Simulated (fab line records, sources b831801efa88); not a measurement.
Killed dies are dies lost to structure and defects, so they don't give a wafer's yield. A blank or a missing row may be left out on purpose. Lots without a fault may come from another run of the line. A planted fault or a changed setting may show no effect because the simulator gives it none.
A struck lot beside a sound one | flow sfq_line | 14 steps out of a route of 325
Sound: wafers L865.1, L865.2, L865.6. Struck: wafer L857.3. (L857.1, L857.5 of the same lot were not struck and are left out.) The cause comes at the end.
At each step with rows: each side's tool, then ch and its chambers, then its first start. Under that, the readings that differ: sound wafers | struck wafers | difference of the means | sigmas: that difference in standard deviations of wafers without a fault.
alike: readings whose means differ by less than 2 such deviations, and words and numbers that are the same on both sides. not compared: withheld readings, readings that some wafer has no value for, bounds like >300 that may hide the same value, and numbers for which the record gives no deviation and whose values overlap.
The two part at a step that has a row with sigmas, a row that says differs or no value, or rows on one side only. Numbers that don't overlap but have no deviation are shown without sigmas and don't part them. A reading that every wafer of one side lacks parts them only if that side has two wafers or more.

first, 2 steps without rows for these wafers: SFQ_TRILAYER_I3_VIA_STRIP_SOLV_CLEAN_090 (cleans in NMP, time 600 s); SFQ_TRILAYER_M4_DEP_PRE_CLEAN_092 (time 22.5 s).
SFQ_TRILAYER_M4_DEP_SPUTTER_091: material Nb, target thk 200 nm, time 133.3 s.
  sound on pvd_sputter-06, day 55 23:50; struck on pvd_sputter-06, day 52 15:52
  alike: cathode_dc_power_W, throttle_valve_pct
SFQ_M4_RS_MEAS_924: measures by four-point-probe.
  sound on film_metro-03, day 55 23:56; struck on film_metro-02, day 52 15:58
  alike: M4_NB_RS
then, 6 steps without rows for these wafers: SFQ_TRILAYER_M4_LITHO_COAT_098 (resist thk 62 nm); SFQ_TRILAYER_M4_LITHO_COAT_093 (resist thk 600 nm); SFQ_TRILAYER_M4_LITHO_SOFTBAKE_097; SFQ_TRILAYER_M4_LITHO_EXPOSE_094 (exposes mask M4, target cd 500 nm); SFQ_TRILAYER_M4_LITHO_PEB_096 (peb time 60 s); SFQ_TRILAYER_M4_LITHO_DEVELOP_095 (time 60 s).
-- the record jumps here: 4 days lie between the struck wafers' starts before and after --
SFQ_M4_OVL_MEAS_926:
  sound on overlay-01, day 60 10:37; struck on overlay-01, day 57 03:36
  reading     | sound    | struck | difference | sigmas
  M4_OVL (nm) | -7 -9 -5 | 6      | +13        | +3
SFQ_TRILAYER_M4_BARC_OPEN_METAL_ETCH_123: etches BARC in O2, target depth 125 nm, time 41.7 s.
  sound on rie_metal-03 ch 0,1, day 60 10:39; struck on rie_metal-03 ch 1, day 57 03:38
  reading                                             | sound             | struck | difference | sigmas
  rf_fwd_power_W (W)                                  | 593.7 591.4 592.1 | 496.4  | -96.0      | -46
  model.KrF_of_TRILAYER_M4_LITHO_COAT_093.thk_nm (nm) | 524.9 526.3 524.4 | 532.1  | +6.9       |
  alike: drypump_motor_current_A, oes_product_au
  not compared: rf_hours_counter_h
SFQ_TRILAYER_M4_ETCH_METAL_ETCH_096: etches Nb in Cl2/Ar, stops on SiO2, target depth 240 nm, time 120 s.
  sound on rie_metal-03 ch 0,1, day 60 10:43; struck on rie_metal-03 ch 1, day 57 03:41
  reading                                             | sound             | struck | difference | sigmas
  model.KrF_of_TRILAYER_M4_LITHO_COAT_093.thk_nm (nm) | 382.6 387.2 385.4 | 390.6  | +5.5       |
  alike: drypump_motor_current_A, oes_product_au, rf_fwd_power_W
  not compared: rf_hours_counter_h
SFQ_TRILAYER_M4_STRIP_STRIP_097: strips in O2.
  sound on rie_metal-03 ch 0,1, day 60 10:50; struck on rie_metal-03 ch 1, day 57 03:49
  alike: drypump_motor_current_A, oes_product_au
  not compared: rf_hours_counter_h

WHERE THEY PART
First at SFQ_M4_OVL_MEAS_926; last, within this record, at SFQ_TRILAYER_M4_BARC_OPEN_METAL_ETCH_123. Later steps at which nothing parts them and some readings are alike: SFQ_TRILAYER_M4_ETCH_METAL_ETCH_096, SFQ_TRILAYER_M4_STRIP_STRIP_097.

WHY: what the simulator had put in
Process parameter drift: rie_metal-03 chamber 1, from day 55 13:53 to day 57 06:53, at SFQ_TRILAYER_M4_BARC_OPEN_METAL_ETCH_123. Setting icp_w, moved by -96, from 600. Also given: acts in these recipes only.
